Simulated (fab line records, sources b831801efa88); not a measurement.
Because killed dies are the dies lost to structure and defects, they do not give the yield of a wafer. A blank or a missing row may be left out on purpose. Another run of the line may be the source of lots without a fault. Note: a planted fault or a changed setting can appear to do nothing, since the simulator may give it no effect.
Chamber matching / flow sfq_line / SFQ_TRILAYER_L0_CAP_PECVD_011 on pecvd-03 has 3 sister chambers
The step deposits SiO2 from SiH4/N2O, time 13.333 s, target thk 60 nm. 6 wafers are shown with their chamber, then 7 later ones without.

## WAFERS, EACH WITH ITS CHAMBER
wafer=L661.6; chamber=1; throttle_valve_pct (%)=22.8; heater_power_w (W)=73
wafer=L662.5; chamber=0; throttle_valve_pct (%)=24.2; heater_power_w (W)=96
wafer=L666.1; chamber=1; throttle_valve_pct (%)=23.4; heater_power_w (W)=86
wafer=L666.5; chamber=0; throttle_valve_pct (%)=24.4; heater_power_w (W)=102
wafer=L667.1; chamber=2; throttle_valve_pct (%)=22.5; heater_power_w (W)=86
wafer=L667.4; chamber=2; throttle_valve_pct (%)=22.9; heater_power_w (W)=86

## WAFERS WITHOUT THEIR CHAMBER
wafer=L667.5; throttle_valve_pct (%)=23.2; heater_power_w (W)=83
wafer=L668.2; throttle_valve_pct (%)=24.3; heater_power_w (W)=99
wafer=L668.3; throttle_valve_pct (%)=22.8; heater_power_w (W)=85
wafer=L668.4; throttle_valve_pct (%)=24.8; heater_power_w (W)=98
wafer=L679.2; throttle_valve_pct (%)=23.3; heater_power_w (W)=83
wafer=L679.4; throttle_valve_pct (%)=24.9; heater_power_w (W)=100
wafer=L679.5; throttle_valve_pct (%)=23.3; heater_power_w (W)=83

## WHICH CHAMBER EACH ONE RAN IN
wafer=L667.5; from the rows above=can't be placed: 1 or 2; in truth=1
wafer=L668.2; from the rows above=0; in truth=0
wafer=L668.3; from the rows above=can't be placed: 2 or 1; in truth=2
wafer=L668.4; from the rows above=0; in truth=0
wafer=L679.2; from the rows above=can't be placed: 1 or 2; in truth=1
wafer=L679.4; from the rows above=0; in truth=0
wafer=L679.5; from the rows above=can't be placed: 1 or 2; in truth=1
Correct placement for 3 of the 7. From these rows, 4 cannot be placed; in 4 the true chamber is one of the candidates. Wrongly placed: 0.
How it was worked out, from the rows above alone: a wafer's distance from a chamber is the root of the sum, over the readings, of the square of ((its reading less the chamber's mean) divided by the reading's scatter). The wafer belongs to the nearest chamber; if the next one is less than 2 further off, it can't be placed. For every chamber, the mean is computed from those of its wafers that are shown. The scatter: the root of (the sum of the squares of (reading less its chamber's mean) over the shown wafers, divided by (wafers less chambers)).
